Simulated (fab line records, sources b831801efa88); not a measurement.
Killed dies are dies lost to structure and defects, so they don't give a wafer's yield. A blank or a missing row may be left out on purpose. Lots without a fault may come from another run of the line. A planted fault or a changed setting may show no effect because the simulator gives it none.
fab line records | flow sky130
record lots=24 wafers=72 last_day=50
route steps=708 shown PWDE@52 NWELL@79 VT_ADJUST_HVTP@92 LI_CONTACT@378 METAL1@438 VIA1@461
lots that met no fault: from a run of the same line without faults
start_h: hours from the record's first day to the start of the lot's first wafer shown | wait_h: hours since the lot's step before | " the same as in the row above | L1.1+2: a row that stands for several wafers | - no value, or no start given | * or withheld: withheld | < > ~ a bound
route shown NAME@n: a module of which the file shows steps, and the number in the route of the first | usual: mean/standard deviation of fault-free wafers | same: alike in all rows | chamber/n: place in a boat | sites: the reading at each site | _std_site: their standard deviation | _edge_site: outer sites' mean less inner sites' | radius_mm: how far each site lies from the wafer's centre | mask NAME#n: copy n | behind: the tool/chamber that last shaped the wafer | hold: why the lot was held/for how many hours/how that ended | device: the transistor (n, p or np) that didn't switch | end of line: the same wafers' tests at the end of the route | a step without rows: its recipe alone | killed: dies lost to structure and defects at the first sort, not the wafer's yield | map: a wafer's dies, x killed, . not, _ none there
set.NAME: the setting as run; set.NAME@STEP: as run at that earlier step | model.NAME: the simulator's own value behind a step, which no gauge read
steps of the route over a sample of lots; a table a step, a row a wafer
services: from which hour (start_h, from the record's first day; less than 0 if before it) a tool's chamber was out of use, for how many hours, and why
## steps
# step SKY_PWDE_OVL_MEAS_07
# usual PWDE_OVL=0.2/1.4
# columns lot.wafer tool chamber start_h wait_h PWDE_OVL[nm]
L074.1 overlay-02 - 67.42 - -2.1
L074.2 " - " " -2.4
L074.5 " - " " -1.2
L075.1 overlay-01 - 75.60 - -1.0
L075.2 " - " " -0.2
L075.3 " - " " -1.1
L076.1 overlay-02 - 80.09 - -1.6
L076.2 " - " " -0.7
L076.4 " - " " -1.8
L077.3 overlay-01 - 85.93 - 1.2
L077.5 " - " " -0.4
L077.6 " - " " 0.4
L079.2 overlay-02 - 98.67 - 2.6
L079.4 " - " " 3.7
L079.5 " - " " 2.5
L078.1 overlay-01 - 98.70 - -0.3
L078.3 " - " " 2.7
L078.4 " - " " 1.0
L080.2 overlay-01 - 114.21 - -0.4
L080.4 " - " " 1.5
L080.5 " - " " -2.0
L081.1 overlay-01 - 115.22 - 2.3
L081.3 " - " " 2.0
L081.6 " - " " 2.0
L082.1 overlay-02 - 123.59 - -0.1
L082.4 " - " " 0.3
L082.5 " - " " 0.9
L083.3 overlay-02 - 127.43 - 0.4
L083.4 " - " " -1.9
L083.6 " - " " 0.0
L084.3 overlay-02 - 136.05 - 0.5
L084.4 " - " " 0.2
L084.6 " - " " -0.4
L086.1 overlay-02 - 138.82 - 0.3
L086.2 " - " " 1.5
L086.6 " - " " 0.3
L085.1 overlay-02 - 139.45 - 0.2
L085.5 " - " " 1.1
L085.6 " - " " -0.3
L087.1 overlay-01 - 142.97 - 1.3
L087.2 " - " " 1.6
L087.6 " - " " 0.6
L089.1 overlay-02 - 150.05 - 1.0
L089.4 " - " " 1.0
L089.5 " - " " 2.1
L088.1 overlay-01 - 150.32 - -1.8
L088.2 " - " " 0.3
L088.5 " - " " -1.3
L090.1 overlay-02 - 160.09 - -1.7
L090.2 " - " " -1.2
L090.3 " - " " -1.9
L091.1 overlay-01 - 163.97 - 0.4
L091.2 " - " " -0.1
L091.4 " - " " 0.6
L092.1 overlay-01 - 168.57 - 1.3
L092.2 " - " " 0.2
L092.5 " - " " -1.7
L093.2 overlay-02 - 173.82 - -0.4
L093.3 " - " " -0.1
L093.6 " - " " 0.3
L094.3 overlay-02 - 180.13 - 0.3
L094.5 " - " " 1.2
L094.6 " - " " 1.2
L095.2 overlay-01 - 185.66 - 0.1
L095.3 " - " " 0.1
L095.6 " - " " 1.6
L096.1 overlay-02 - 191.57 - 3.4
L096.3 " - " " -0.3
L096.5 " - " " 0.3
L097.2 overlay-01 - 198.86 - 0.2
L097.3 " - " " 0.1
L097.5 " - " " 0.6
# step SKY_NWELL_TW_MEAS_26
# usual NWELL_2_TW=494.2/2.5
# columns lot.wafer tool chamber start_h wait_h NWELL_2_TW
L074.1 film_metro-04 - 101.42 0.1 491.5
L074.2 " - " " 492.5
L074.5 " - " " 492.8
L075.1 film_metro-01 - 109.25 0.1 493.1
L075.2 " - " " 490.2
L075.3 " - " " 493.0
L076.1 film_metro-04 - 114.14 0.1 493.5
L076.2 " - " " 495.1
L076.4 " - " " 497.7
L077.3 film_metro-03 - 121.84 0.1 498.5
L077.5 " - " " 496.5
L077.6 " - " " 495.6
L079.2 film_metro-04 - 136.25 0.1 491.7
L079.4 " - " " 494.8
L079.5 " - " " 496.6
L078.1 film_metro-01 - 136.30 0.1 492.5
L078.3 " - " " 495.8
L078.4 " - " " 493.2
L080.2 film_metro-03 - 152.90 0.1 491.0
L080.4 " - " " 492.2
L080.5 " - " " 490.0
L081.1 film_metro-01 - 153.84 0.1 488.3
L081.3 " - " " 490.4
L081.6 " - " " 490.8
L082.1 film_metro-01 - 162.34 0.1 490.7
L082.4 " - " " 490.2
L082.5 " - " " 491.8
L083.3 film_metro-01 - 166.56 0.1 490.7
L083.4 " - " " 492.1
L083.6 " - " " 490.4
L084.3 film_metro-03 - 176.11 0.1 496.5
L084.4 " - " " 493.4
L084.6 " - " " 494.6
L086.1 film_metro-01 - 180.19 0.1 493.3
L086.2 " - " " 495.5
L086.6 " - " " 497.0
L085.1 film_metro-04 - 180.25 0.1 496.7
L085.5 " - " " 494.9
L085.6 " - " " 491.3
L087.1 film_metro-01 - 183.44 0.1 494.0
L087.2 " - " " 496.1
L087.6 " - " " 493.9
L089.1 film_metro-01 - 191.92 0.1 496.1
L089.4 " - " " 495.3
L089.5 " - " " 497.3
L088.1 film_metro-03 - 192.85 0.1 495.7
L088.2 " - " " 495.9
L088.5 " - " " 497.3
L090.1 film_metro-03 - 203.22 0.1 499.3
L090.2 " - " " 494.2
L090.3 " - " " 495.5
L091.1 film_metro-01 - 206.92 0.1 492.5
L091.2 " - " " 494.1
L091.4 " - " " 492.9
L092.1 film_metro-01 - 212.09 0.1 490.4
L092.2 " - " " 491.0
L092.5 " - " " 494.7
L093.2 film_metro-03 - 217.69 0.1 493.9
L093.3 " - " " 492.4
L093.6 " - " " 495.4
L094.3 film_metro-01 - 224.09 0.1 492.4
L094.5 " - " " 492.9
L094.6 " - " " 494.4
L095.2 film_metro-04 - 231.28 0.1 496.3
L095.3 " - " " 499.0
L095.6 " - " " 496.5
L096.1 film_metro-01 - 238.30 0.1 492.7
L096.3 " - " " 493.1
L096.5 " - " " 494.2
L097.2 film_metro-01 - 246.48 0.1 501.2
L097.3 " - " " 498.5
L097.5 " - " " 500.6
# step SKY_VT_ADJUST_HVTP_CD_MEAS_07
# recipe target_cd_nm=380
# usual cd_nm=380.0/3
# columns lot.wafer tool chamber start_h wait_h cd_nm
L074.1 cd_sem-02 - 119.04 0.1 380.9
L074.2 " - " " 378.9
L074.5 " - " " 379.8
L075.1 cd_sem-01 - 127.59 0.1 377.5
L075.2 " - " " 377.3
L075.3 " - " " 375.1
L076.1 cd_sem-02 - 132.69 0.1 385.7
L076.2 " - " " 382.6
L076.4 " - " " 386.0
L077.3 cd_sem-02 - 140.76 0.1 378.8
L077.5 " - " " 379.4
L077.6 " - " " 377.5
L079.2 cd_sem-01 - 155.93 0.1 376.6
L079.4 " - " " 378.6
L079.5 " - " " 378.5
L078.1 cd_sem-02 - 156.42 0.1 377.6
L078.3 " - " " 377.5
L078.4 " - " " 380.5
L080.2 cd_sem-02 - 173.19 0.1 377.6
L080.4 " - " " 380.8
L080.5 " - " " 379.7
L081.1 cd_sem-01 - 173.47 0.1 377.4
L081.3 " - " " 375.4
L081.6 " - " " 379.9
L082.1 cd_sem-02 - 183.26 0.1 382.2
L082.4 " - " " 381.1
L082.5 " - " " 383.9
L083.3 cd_sem-02 - 188.05 0.1 386.5
L083.4 " - " " 386.7
L083.6 " - " " 384.1
L084.3 cd_sem-01 - 198.36 0.2 384.5
L084.4 " - " " 383.8
L084.6 " - " " 381.6
L086.1 cd_sem-02 - 201.96 0.1 377.3
L086.2 " - " " 375.5
L086.6 " - " " 378.2
L085.1 cd_sem-02 - 202.27 0.1 381.1
L085.5 " - " " 381.7
L085.6 " - " " 382.1
L087.1 cd_sem-02 - 205.21 0.1 380.1
L087.2 " - " " 381.8
L087.6 " - " " 383.4
L089.1 cd_sem-01 - 214.52 0.1 381.5
L089.4 " - " " 382.0
L089.5 " - " " 381.9
L088.1 cd_sem-02 - 215.26 0.1 381.6
L088.2 " - " " 381.4
L088.5 " - " " 382.1
L090.1 cd_sem-02 - 226.62 0.1 377.2
L090.2 " - " " 374.5
L090.3 " - " " 376.9
L091.1 cd_sem-02 - 230.04 0.1 380.7
L091.2 " - " " 380.4
L091.4 " - " " 377.8
L092.1 cd_sem-01 - 234.82 0.1 373.1
L092.2 " - " " 375.5
L092.5 " - " " 373.3
L093.2 cd_sem-02 - 241.81 0.1 383.4
L093.3 " - " " 384.9
L093.6 " - " " 382.9
L094.3 cd_sem-02 - 248.51 0.1 378.6
L094.5 " - " " 380.3
L094.6 " - " " 380.1
L095.2 cd_sem-01 - 255.56 0.1 380.6
L095.3 " - " " 380.9
L095.6 " - " " 381.1
L096.1 cd_sem-01 - 262.76 0.1 378.3
L096.3 " - " " 377.7
L096.5 " - " " 380.2
L097.2 cd_sem-02 - 270.93 0.1 379.9
L097.3 " - " " 379.3
L097.5 " - " " 377.9
# step SKY_LI_CONTACT_STRIP_16
# recipe chemistry=O2/N2 power_w=1400 pressure_mtorr=1500 platen_temp_c=withheld o2_flow_sccm=3000 n2_flow_sccm=300 overash_fraction=0.5
# usual drypump_motor_current_A=5.6/0.39 oes_product_au=0.375/0.0049 strip_time_to_endpoint_s=3.50/0.039
# columns lot.wafer tool chamber start_h wait_h drypump_motor_current_A oes_product_au rf_hours_counter_h strip_time_to_endpoint_s
L074.1 plasma_asher-01 1 672.37 - 6.2 0.376 98 3.50
L074.2 " 0 " " 5.7 0.383 98 3.47
L074.5 " 1 " " 6.1 0.380 - 3.44
L075.1 plasma_asher-01 1 693.97 - 6.1 0.381 100 3.52
L075.2 " 0 " " 5.7 0.378 100 3.50
L075.3 " 1 " " 6.2 0.375 - 3.43
L076.1 plasma_asher-04 1 697.73 - 5.3 0.370 56 3.46
L076.2 " 0 " " 5.8 0.377 56 3.48
L076.4 " 0 " " 5.8 0.377 - 3.47
L077.3 plasma_asher-03 1 701.49 - 5.8 0.367 - 3.51
L077.5 " 0 " " 5.0 0.375 - 3.46
L077.6 " 1 " " 5.8 0.379 - 3.42
L079.2 plasma_asher-01 1 716.42 - 6.1 0.378 103 3.43
L079.4 " 1 " " 6.1 0.372 - 3.51
L079.5 " 0 " " 5.7 0.373 - 3.47
L078.1 plasma_asher-03 1 726.63 - 5.9 0.368 87 3.45
L078.3 " 1 " " 5.8 0.381 - 3.54
L078.4 " 0 " " 4.9 0.387 - 3.56
L080.2 plasma_asher-03 1 741.27 - 5.8 0.381 89 3.50
L080.4 " 0 " " 5.0 0.371 - 3.59
L080.5 " 1 " " 5.8 0.370 - 3.50
L081.1 plasma_asher-01 1 748.04 - 6.1 0.374 0 3.45
L081.3 " 1 " " 6.1 0.377 - 3.48
L081.6 " 0 " " 5.7 0.369 - 3.44
L082.1 plasma_asher-01 1 759.12 - 6.1 0.373 1 3.43
L082.4 " 1 " " 6.1 0.370 - 3.43
L082.5 " 1 " " 6.1 0.379 - 3.53
L083.3 plasma_asher-01 1 763.77 - 6.2 0.377 - 3.43
L083.4 " 0 " " 5.7 0.383 - 3.45
L083.6 " 1 " " 6.2 0.378 - 3.48
L084.3 plasma_asher-04 1 779.30 - 5.3 0.374 - 3.57
L084.4 " 0 " " 5.8 0.378 - 3.51
L084.6 " 0 " " 5.8 0.378 - 3.56
L085.1 plasma_asher-03 0 781.04 - 5.0 0.373 93 3.46
L085.5 " 1 " " 5.8 0.376 - 3.52
L085.6 " 0 " " 5.0 0.380 - 3.50
L086.1 plasma_asher-03 0 782.53 - 4.9 0.381 93 3.59
L086.2 " 1 " " 5.9 0.370 93 3.52
L086.6 " 1 " " 5.9 0.382 - 3.46
L087.1 plasma_asher-03 1 789.33 - 5.8 0.373 94 3.45
L087.2 " 0 " " 5.0 0.371 94 3.50
L087.6 " 1 " " 5.8 0.373 - 3.53
L089.1 plasma_asher-03 0 792.22 - 5.0 0.372 94 3.50
L089.4 " 1 " " 5.8 0.372 - 3.49
L089.5 " 0 " " 5.0 0.373 - 3.50
L088.1 plasma_asher-01 0 795.77 - 5.7 0.370 5 3.52
L088.2 " 1 " " 6.2 0.372 5 3.45
L088.5 " 1 " " 6.1 0.371 - 3.54
L090.1 plasma_asher-01 0 807.57 - 5.7 0.371 6 3.51
L090.2 " 1 " " 6.2 0.377 6 3.53
L090.3 " 0 " " 5.7 0.368 - 3.48
L091.1 plasma_asher-04 0 812.79 - 5.8 0.377 67 3.47
L091.2 " 1 " " 5.3 0.382 67 3.53
L091.4 " 1 " " 5.3 0.372 - 3.52
L092.1 plasma_asher-04 1 817.66 - 5.3 0.380 68 3.50
L092.2 " 0 " " 5.8 0.376 68 3.50
L092.5 " 1 " " 5.3 0.374 - 3.50
L093.2 plasma_asher-04 0 822.07 - 5.8 0.376 68 3.53
L093.3 " 0 " " 5.8 0.381 - 3.52
L093.6 " 1 " " 5.3 0.382 - 3.55
L094.3 plasma_asher-04 0 827.72 - 5.8 0.374 - 3.54
L094.5 " 1 " " 5.3 0.381 - 3.48
L094.6 " 0 " " 5.8 0.379 - 3.53
L095.2 plasma_asher-01 0 834.32 - 5.7 0.372 9 3.40
L095.3 " 1 " " 6.2 0.377 - 3.47
L095.6 " 0 " " 5.7 0.376 - 3.47
L096.1 plasma_asher-03 1 841.89 - 5.9 0.390 99 3.53
L096.3 " 1 " " 5.9 0.378 - 3.55
L096.5 " 0 " " 5.0 0.375 - 3.53
L097.2 plasma_asher-04 0 863.14 - 5.8 0.375 72 3.44
L097.3 " 1 " " 5.3 0.381 - 3.54
L097.5 " 1 " " 5.3 0.380 - 3.56
# step SKY_METAL1_SPUTTER_04
# recipe material=TiN target_thk_nm=70 power_w=6500 time_s=58.3 chamber_pressure_pa=0.4
# usual cathode_dc_power_W=6500.1/1.3 chamber_pressure_pa=0.3999/0.00086 throttle_valve_pct=29.9/1.2
# columns lot.wafer tool chamber start_h wait_h cathode_dc_power_W chamber_pressure_pa throttle_valve_pct
L074.1 pvd_sputter-04 - 731.78 0.0 6500.2 0.3994 31.6
L074.2 " - " " 6500.1 0.3998 28.2
L074.5 " - " " 6501.3 0.4000 28.7
L075.1 pvd_sputter-02 - 752.64 0.0 6498.3 0.3989 31.4
L075.2 " - " " 6500.0 0.4009 29.9
L075.3 " - " " 6499.0 0.4014 29.3
L076.1 pvd_sputter-01 - 755.72 0.0 6498.6 0.3991 31.2
L076.2 " - " " 6498.8 0.4005 29.5
L076.4 " - " " 6497.5 0.3995 30.4
L077.3 pvd_sputter-04 - 760.72 0.0 6500.1 0.3991 28.8
L077.5 " - " " 6499.1 0.4017 28.7
L077.6 " - " " 6501.3 0.3996 28.3
L079.2 pvd_sputter-02 - 774.31 0.0 6500.0 0.4000 29.2
L079.4 " - " " 6501.1 0.4008 29.7
L079.5 " - " " 6499.6 0.3999 30.1
L078.1 pvd_sputter-02 - 784.92 0.0 6500.9 0.3998 29.8
L078.3 " - " " 6503.2 0.4004 29.5
L078.4 " - " " 6501.5 0.4002 31.7
L080.2 pvd_sputter-04 - 798.54 0.0 6499.8 0.4005 28.6
L080.4 " - " " 6501.2 0.4011 28.1
L080.5 " - " " 6498.2 0.4002 31.9
L081.1 pvd_sputter-04 - 804.69 0.0 6500.4 0.3998 28.6
L081.3 " - " " 6499.5 0.3987 31.8
L081.6 " - " " 6500.4 0.4000 28.2
L082.1 pvd_sputter-01 - 814.69 0.0 6499.5 0.3994 30.5
L082.4 " - " " 6503.5 0.4005 29.5
L082.5 " - " " 6501.1 0.3992 29.7
L083.3 pvd_sputter-01 - 819.28 0.0 6501.0 0.4005 30.4
L083.4 " - " " 6501.2 0.3992 29.9
L083.6 " - " " 6500.8 0.4006 28.3
L084.3 pvd_sputter-04 - 834.23 0.0 6499.7 0.3995 28.6
L084.4 " - " " 6497.8 0.3991 28.5
L084.6 " - " " 6499.2 0.3997 28.4
L085.1 pvd_sputter-02 - 835.57 0.0 6499.7 0.4004 31.3
L085.5 " - " " 6500.5 0.3993 30.4
L085.6 " - " " 6499.0 0.4000 31.5
L086.1 pvd_sputter-04 - 838.57 0.0 6500.8 0.4003 28.7
L086.2 " - " " 6499.5 0.3996 31.6
L086.6 " - " " 6499.1 0.3995 28.8
L087.1 pvd_sputter-02 - 844.87 0.0 6500.0 0.3997 30.1
L087.2 " - " " 6500.1 0.3996 31.3
L087.6 " - " " 6498.6 0.4013 29.4
L089.1 pvd_sputter-02 - 847.66 0.0 6500.5 0.4014 29.4
L089.4 " - " " 6501.3 0.4002 30.0
L089.5 " - " " 6499.5 0.4017 30.0
L088.1 pvd_sputter-02 - 852.04 0.0 6503.8 0.3999 31.5
L088.2 " - " " 6499.5 0.4004 29.8
L088.5 " - " " 6499.6 0.3992 29.9
L090.1 pvd_sputter-02 - 863.83 0.0 6499.3 0.3993 29.5
L090.2 " - " " 6501.0 0.3999 29.8
L090.3 " - " " 6501.2 0.3994 31.3
L091.1 pvd_sputter-04 - 869.14 0.0 6500.9 0.4012 28.8
L091.2 " - " " 6501.2 0.4013 31.6
L091.4 " - " " 6499.6 0.3998 28.5
L092.1 pvd_sputter-01 - 874.67 0.0 6499.6 0.4007 31.5
L092.2 " - " " 6500.5 0.3998 29.8
L092.5 " - " " 6500.6 0.3997 31.3
L093.2 pvd_sputter-04 - 878.90 0.0 6500.0 0.4003 28.4
L093.3 " - " " 6498.0 0.4003 28.8
L093.6 " - " " 6499.7 0.3976 28.5
L094.3 pvd_sputter-02 - 883.99 0.0 6498.9 0.3992 29.1
L094.5 " - " " 6499.0 0.4008 31.4
L094.6 " - " " 6500.0 0.3974 29.1
L095.2 pvd_sputter-01 - 889.47 0.0 6500.3 0.4003 30.2
L095.3 " - " " 6503.2 0.4010 29.7
L095.6 " - " " 6500.9 0.3991 29.5
L096.1 pvd_sputter-04 - 898.07 0.0 6498.2 0.3987 28.9
L096.3 " - " " 6500.3 0.4004 28.5
L096.5 " - " " 6501.2 0.3990 28.9
L097.2 pvd_sputter-02 - 917.94 0.0 6500.8 0.3998 31.5
L097.3 " - " " 6500.3 0.4006 30.3
L097.5 " - " " 6499.6 0.3994 31.3
# step SKY_VIA1_BOW_MEAS_03
# recipe mode=bow
# usual VIA1_BOW=81/6.8
# columns lot.wafer tool chamber start_h wait_h VIA1_BOW[um]
L074.1 film_metro-01 - 760.03 0.2 80
L074.2 " - " " 81
L074.5 " - " " 72
L075.1 film_metro-04 - 780.27 0.2 68
L075.2 " - " " 70
L075.3 " - " " 70
L076.1 film_metro-01 - 784.06 0.1 75
L076.2 " - " " 76
L076.4 " - " " 86
L077.3 film_metro-02 - 789.34 0.2 71
L077.5 " - " " 72
L077.6 " - " " 66
L079.2 film_metro-01 - 801.69 0.1 88
L079.4 " - " " 94
L079.5 " - " " 76
L078.1 film_metro-01 - 812.12 0.1 91
L078.3 " - " " 79
L078.4 " - " " 71
L080.2 film_metro-02 - 824.18 0.1 82
L080.4 " - " " 79
L080.5 " - " " 80
L081.1 film_metro-01 - 829.54 0.2 73
L081.3 " - " " 78
L081.6 " - " " 80
L082.1 film_metro-01 - 841.91 0.1 80
L082.4 " - " " 79
L082.5 " - " " 75
L083.3 film_metro-04 - 847.66 0.1 69
L083.4 " - " " 91
L083.6 " - " " 74
L084.3 film_metro-04 - 861.29 0.3 82
L084.4 " - " " 92
L084.6 " - " " 82
L085.1 film_metro-02 - 863.34 0.2 90
L085.5 " - " " 72
L085.6 " - " " 82
L086.1 film_metro-04 - 865.83 0.2 85
L086.2 " - " " 75
L086.6 " - " " 81
L087.1 film_metro-02 - 872.50 0.2 85
L087.2 " - " " 85
L087.6 " - " " 89
L089.1 film_metro-04 - 875.32 0.2 76
L089.4 " - " " 88
L089.5 " - " " 69
L088.1 film_metro-02 - 879.77 0.1 83
L088.2 " - " " 81
L088.5 " - " " 86
L090.1 film_metro-04 - 891.43 0.2 90
L090.2 " - " " 77
L090.3 " - " " 78
L091.1 film_metro-02 - 896.33 0.1 70
L091.2 " - " " 70
L091.4 " - " " 81
L092.1 film_metro-02 - 901.26 0.2 85
L092.2 " - " " 83
L092.5 " - " " 76
L093.2 film_metro-02 - 905.86 0.2 76
L093.3 " - " " 80
L093.6 " - " " 83
L094.3 film_metro-02 - 910.43 0.1 85
L094.5 " - " " 80
L094.6 " - " " 83
L095.2 film_metro-04 - 915.89 0.3 81
L095.3 " - " " 90
L095.6 " - " " 89
L096.1 film_metro-02 - 924.57 0.2 87
L096.3 " - " " 81
L096.5 " - " " 74
L097.2 film_metro-01 - 943.84 0.2 66
L097.3 " - " " 77
L097.5 " - " " 82
## services
# columns tool chamber start_h hours kind
plasma_asher-03 - 711.82 4.6 repair
plasma_asher-01 - 733.75 9.0 pm
plasma_asher-01 0 733.75 9.0 vent_cycle
plasma_asher-01 1 733.75 9.0 vent_cycle
plasma_asher-01 0 742.75 - clean
plasma_asher-01 1 742.75 - clean
pvd_sputter-01 - 742.84 2.4 repair
pvd_sputter-02 1 752.68 - consumable_replace:kit
pvd_sputter-02 1 752.68 18.0 scheduled_down
pvd_sputter-02 1 752.68 18.0 vent_cycle
pvd_sputter-04 - 783.67 8.1 repair
pvd_sputter-01 - 831.39 9.1 repair
pvd_sputter-01 - 837.31 6.6 repair
plasma_asher-01 - 838.92 3.3 repair
pvd_sputter-04 2 839.80 - consumable_replace:kit
pvd_sputter-04 2 839.80 18.0 scheduled_down
pvd_sputter-04 2 839.80 18.0 vent_cycle
pvd_sputter-01 - 854.90 13.0 repair
pvd_sputter-02 0 881.92 - consumable_replace:kit
pvd_sputter-02 0 881.92 18.0 scheduled_down
pvd_sputter-02 0 881.92 18.0 vent_cycle
pvd_sputter-04 - 883.74 1.3 repair
plasma_asher-03 - 886.42 2.8 pm
plasma_asher-04 - 895.30 5.5 repair
## key
fault none
